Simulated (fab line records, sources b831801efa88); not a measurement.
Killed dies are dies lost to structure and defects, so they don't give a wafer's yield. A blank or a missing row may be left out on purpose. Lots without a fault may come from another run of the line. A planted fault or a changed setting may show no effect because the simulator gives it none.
fab line records | flow sky130 | part 2 of 2: steps 29 to 40 of 40
record lots=5 wafers=15 last_day=49
route steps=708 shown LDD_P@259 LDD_HVN@267 LDD_HVP@278 LDD_LDN@289
lots that met no fault: from a run of the same line without faults
start_h: hours from the record's first day to the start of the lot's first wafer shown | wait_h: hours since the lot's step before | " the same as in the row above | L1.1+2: a row that stands for several wafers | - no value, or no start given | * or withheld: withheld | < > ~ a bound
route shown NAME@n: a module of which the file shows steps, and the number in the route of the first | usual: mean/standard deviation of fault-free wafers | same: alike in all rows | chamber/n: place in a boat | sites: the reading at each site | _std_site: their standard deviation | _edge_site: outer sites' mean less inner sites' | radius_mm: how far each site lies from the wafer's centre | mask NAME#n: copy n | behind: the tool/chamber that last shaped the wafer | hold: why the lot was held/for how many hours/how that ended | device: the transistor (n, p or np) that didn't switch | end of line: the same wafers' tests at the end of the route | a step without rows: its recipe alone | killed: dies lost to structure and defects at the first sort, not the wafer's yield | map: a wafer's dies, x killed, . not, _ none there
set.NAME: the setting as run; set.NAME@STEP: as run at that earlier step | model.NAME: the simulator's own value behind a step, which no gauge read
lots at some steps of the route; a table a step, a row a wafer
services: from which hour (start_h, from the record's first day; less than 0 if before it) a tool's chamber was out of use, for how many hours, and why
## steps
# step SKY_LDD_HVP_STRIP_09
# recipe chemistry=O2/N2 power_w=1400 pressure_mtorr=1500 platen_temp_c=withheld o2_flow_sccm=3000 n2_flow_sccm=300 overash_fraction=0.5
# usual drypump_motor_current_A=5.7/0.5 o2_flow_sccm=3000/9.1 oes_product_au=0.408/0.0044 strip_time_to_endpoint_s=4.133/0.014
# same overash_fraction=0.5
# columns lot.wafer tool chamber start_h wait_h drypump_motor_current_A o2_flow_sccm oes_product_au rf_hours_counter_h strip_time_to_endpoint_s
L077.2 plasma_asher-01 1 521.17 0.1 6.0 3008 0.402 9 4.112
L077.3 " 0 " " 6.5 2985 0.409 - 4.126
L077.6 " 1 " " 6.1 3003 0.411 - 4.136
L081.1 plasma_asher-01 1 556.14 0.1 6.1 3002 0.403 13 4.140
L081.2 " 0 " " 6.5 3012 0.403 13 4.144
L081.5 " 0 " " 6.5 3014 0.411 - 4.140
L084.3 plasma_asher-02 0 585.22 0.1 5.6 2993 0.413 - 4.148
L084.4 " 1 " " 5.3 3008 0.407 - 4.135
L084.6 " 1 " " 5.4 3013 0.404 - 4.133
L085.2 plasma_asher-03 0 591.22 0.1 4.9 2982 0.403 75 4.140
L085.3 " 1 " " 5.9 3010 0.405 - 4.125
L085.4 " 0 " " 4.9 2998 0.408 - 4.116
L093.3 plasma_asher-02 0 668.87 0.1 5.6 3008 0.413 - 4.116
L093.4 " 1 " " 5.4 2998 0.416 - 4.117
L093.5 " 1 " " 5.4 3011 0.414 - 4.111
# step SKY_LDD_HVP_TW_MEAS_10
# usual LDD_HVP_TW=455/3.9
# columns lot.wafer tool chamber start_h wait_h LDD_HVP_TW
L077.2 film_metro-01 - 521.28 0.1 458
L077.3 " - " " 457
L077.6 " - " " 457
L081.1 film_metro-01 - 556.24 0.1 456
L081.2 " - " " 456
L081.5 " - " " 459
L084.3 film_metro-01 - 585.31 0.1 460
L084.4 " - " " 457
L084.6 " - " " 457
L085.2 film_metro-04 - 591.33 0.1 451
L085.3 " - " " 450
L085.4 " - " " 449
L093.3 film_metro-04 - 668.96 0.1 452
L093.4 " - " " 448
L093.5 " - " " 454
# step SKY_LDD_LDN_DEHYDRATE_00
# recipe temp_c=200 time_s=60
# usual plate_temp_C=200.00/0.17
# columns lot.wafer tool chamber start_h wait_h plate_temp_C
L077.2 litho_track-02 0 536.01 14.7 200.05
L077.3 " 0 " " 200.00
L077.6 " 0 " " 199.80
L081.1 litho_track-02 0 571.38 15.1 199.96
L081.2 " 0 " " 200.04
L081.5 " 0 " " 200.11
L084.3 litho_track-02 0 599.63 14.3 199.82
L084.4 " 0 " " 199.90
L084.6 " 0 " " 199.84
L085.2 litho_track-01 0 606.00 14.7 200.24
L085.3 " 0 " " 200.07
L085.4 " 0 " " 200.13
L093.3 litho_track-01 0 682.07 13.1 199.84
L093.4 " 0 " " 200.01
L093.5 " 0 " " 200.04
# step SKY_LDD_LDN_HMDS_01
# recipe prime_time_s=60 prime_temp_c=120
# columns lot.wafer tool chamber start_h wait_h
L077.2+3+6 litho_track-02 0 536.16 0.1
L081.1+2+5 litho_track-02 0 571.53 0.1
L084.3+4+6 litho_track-02 0 599.78 0.1
L085.2+3+4 litho_track-01 0 606.15 0.1
L093.3+4+5 litho_track-01 0 682.22 0.1
# step SKY_LDD_LDN_COAT_02
# recipe resist=NOVOLAK spin_rpm=3000 resist_thk_nm=1140
# columns lot.wafer tool chamber start_h wait_h
L077.2+3+6 litho_track-02 0 536.31 0.1
L081.1+2+5 litho_track-02 0 571.68 0.1
L084.3+4+6 litho_track-02 0 599.93 0.1
L085.2+3+4 litho_track-01 0 606.30 0.1
L093.3+4+5 litho_track-01 0 682.37 0.1
# step SKY_LDD_LDN_SOFTBAKE_03
# recipe temp_c=90 time_s=60 resist=NOVOLAK
# usual plate_temp_C=89.98/0.13
# columns lot.wafer tool chamber start_h wait_h plate_temp_C
L077.2 litho_track-02 0 536.46 0.1 89.94
L077.3 " 0 " " 90.17
L077.6 " 0 " " 90.06
L081.1 litho_track-02 0 571.83 0.1 89.98
L081.2 " 0 " " 90.22
L081.5 " 0 " " 89.93
L084.3 litho_track-02 0 600.08 0.1 89.96
L084.4 " 0 " " 89.81
L084.6 " 0 " " 89.80
L085.2 litho_track-01 0 606.45 0.1 90.19
L085.3 " 0 " " 90.12
L085.4 " 0 " " 90.06
L093.3 litho_track-01 0 682.52 0.1 89.88
L093.4 " 0 " " 89.91
L093.5 " 0 " " 89.94
# step SKY_LDD_LDN_EXPOSE_04
# recipe mask_id=LDNTM na=0.6 source_shape=conventional sigma_outer=0.6 polarization=unpolarized target_cd_nm=700 dose_mj=140
# usual focus_offset_nm=0.0/0.54
# columns lot.wafer tool chamber start_h wait_h mask focus_offset_nm
L077.2 iline_stepper-01 0 - - LDNTM#0 0.9
L077.3 " 0 " " LDNTM#0 0.5
L077.6 " 0 " " LDNTM#0 0.2
L081.1 iline_stepper-02 0 - - LDNTM#0 0.4
L081.2 " 0 " " LDNTM#0 0.3
L081.5 " 0 " " LDNTM#0 -0.3
L084.3 iline_stepper-01 0 - - LDNTM#0 -0.3
L084.4 " 0 " " LDNTM#0 -0.4
L084.6 " 0 " " LDNTM#0 -0.3
L085.2 iline_stepper-01 0 - - LDNTM#0 0.5
L085.3 " 0 " " LDNTM#0 0.4
L085.4 " 0 " " LDNTM#0 0.2
L093.3 iline_stepper-01 0 - - LDNTM#0 -0.1
L093.4 " 0 " " LDNTM#0 0.8
L093.5 " 0 " " LDNTM#0 -0.2
# step SKY_LDD_LDN_PEB_05
# recipe temp_c=withheld time_s=* resist=NOVOLAK
# columns lot.wafer tool chamber start_h wait_h
L077.2+3+6 litho_track-04 0 - -
L081.1+2+5 litho_track-01 0 - -
L084.3+4+6 litho_track-01 0 - -
L085.2+3+4 litho_track-04 0 - -
L093.3+4+5 litho_track-02 0 - -
# step SKY_LDD_LDN_DEVELOP_06
# recipe resist=NOVOLAK developer=TMAH develop_time_s=60 dev_temp_c=23
# columns lot.wafer tool chamber start_h wait_h
L077.2+3+6 litho_track-04 0 551.58 0.1
L081.1+2+5 litho_track-01 0 586.27 0.1
L084.3+4+6 litho_track-01 0 614.12 0.1
L085.2+3+4 litho_track-04 0 620.58 0.1
L093.3+4+5 litho_track-02 0 696.83 0.1
# step SKY_LDD_LDN_OVL_MEAS_07
# usual LDD_LDN_OVL=0.3/1.3
# columns lot.wafer tool chamber start_h wait_h LDD_LDN_OVL[nm]
L077.2 overlay-01 - 551.71 0.1 -0.3
L077.3 " - " " 1.2
L077.6 " - " " -0.3
L081.1 overlay-01 - 586.42 0.1 -0.6
L081.2 " - " " 0.1
L081.5 " - " " 2.0
L084.3 overlay-02 - 614.23 0.1 2.5
L084.4 " - " " 1.8
L084.6 " - " " 2.5
L085.2 overlay-02 - 620.71 0.1 3.1
L085.3 " - " " 0.6
L085.4 " - " " -0.4
L093.3 overlay-02 - 696.95 0.1 0.5
L093.4 " - " " -0.3
L093.5 " - " " -0.7
# step SKY_LDD_LDN_IMPLANT_08
# recipe species=As energy_kev=15 dose_cm2=1.25e+13 tilt_deg=withheld rotation_deg=23
# usual faraday_current_uA=70.4/1.4
# same implant_ion_amu=75
# columns lot.wafer tool chamber start_h wait_h faraday_current_uA
L077.2 implanter-03 0 551.77 0.0 69.3
L077.3 " 0 " " 69.7
L077.6 " 0 " " 68.7
L081.1 implanter-01 0 586.46 0.0 69.7
L081.2 " 0 " " 72.9
L081.5 " 0 " " 70.7
L084.3 implanter-03 0 614.31 0.1 70.8
L084.4 " 0 " " 70.2
L084.6 " 0 " " 70.6
L085.2 implanter-03 0 620.77 0.0 68.6
L085.3 " 0 " " 71.6
L085.4 " 0 " " 70.9
L093.3 implanter-04 0 697.02 0.1 69.5
L093.4 " 0 " " 73.3
L093.5 " 0 " " 69.8
# step SKY_LDD_LDN_IMPLANT_09
# recipe species=As energy_kev=15 dose_cm2=1.262e+13 tilt_deg=withheld rotation_deg=113
# usual faraday_current_uA=70.9/1.4
# same implant_ion_amu=75
# columns lot.wafer tool chamber start_h wait_h faraday_current_uA
L077.2 implanter-03 0 551.92 0.1 69.5
L077.3 " 0 " " 69.8
L077.6 " 0 " " 70.4
L081.1 implanter-01 0 586.61 0.1 69.5
L081.2 " 0 " " 70.3
L081.5 " 0 " " 71.2
L084.3 implanter-03 0 614.46 0.1 72.6
L084.4 " 0 " " 69.8
L084.6 " 0 " " 70.2
L085.2 implanter-03 0 620.92 0.1 70.6
L085.3 " 0 " " 69.0
L085.4 " 0 " " 69.6
L093.3 implanter-04 0 697.17 0.1 69.0
L093.4 " 0 " " 71.0
L093.5 " 0 " " 70.7
## services
# columns tool chamber start_h hours kind
plasma_asher-01 - 421.25 9.0 pm
plasma_asher-01 0 421.25 9.0 vent_cycle
plasma_asher-02 - 425.99 15.6 repair
plasma_asher-04 - 433.49 3.8 repair
implanter-04 - 460.87 2.0 repair
plasma_asher-01 - 462.33 2.8 pm
implanter-03 - 476.31 6.7 repair
implanter-01 - 488.37 4.7 pm
implanter-01 - 532.72 2.0 repair
implanter-02 - 535.49 2.8 pm
implanter-04 - 547.01 2.6 repair
implanter-02 - 549.80 6.9 repair
plasma_asher-04 - 567.57 12.9 repair
implanter-03 - 568.91 6.6 pm
iline_stepper-02 - 574.95 8.9 pm
implanter-02 - 579.52 12.2 repair
iline_stepper-02 - 605.51 1.7 pm
plasma_asher-04 - 613.68 9.7 repair
plasma_asher-04 - 628.50 15.2 repair
iline_stepper-02 - 631.29 4.4 pm
iline_stepper-01 - 637.08 1.7 pm
implanter-02 - 637.43 3.3 pm
implanter-01 - 687.42 2.7 repair
implanter-01 - 690.13 27.0 pm
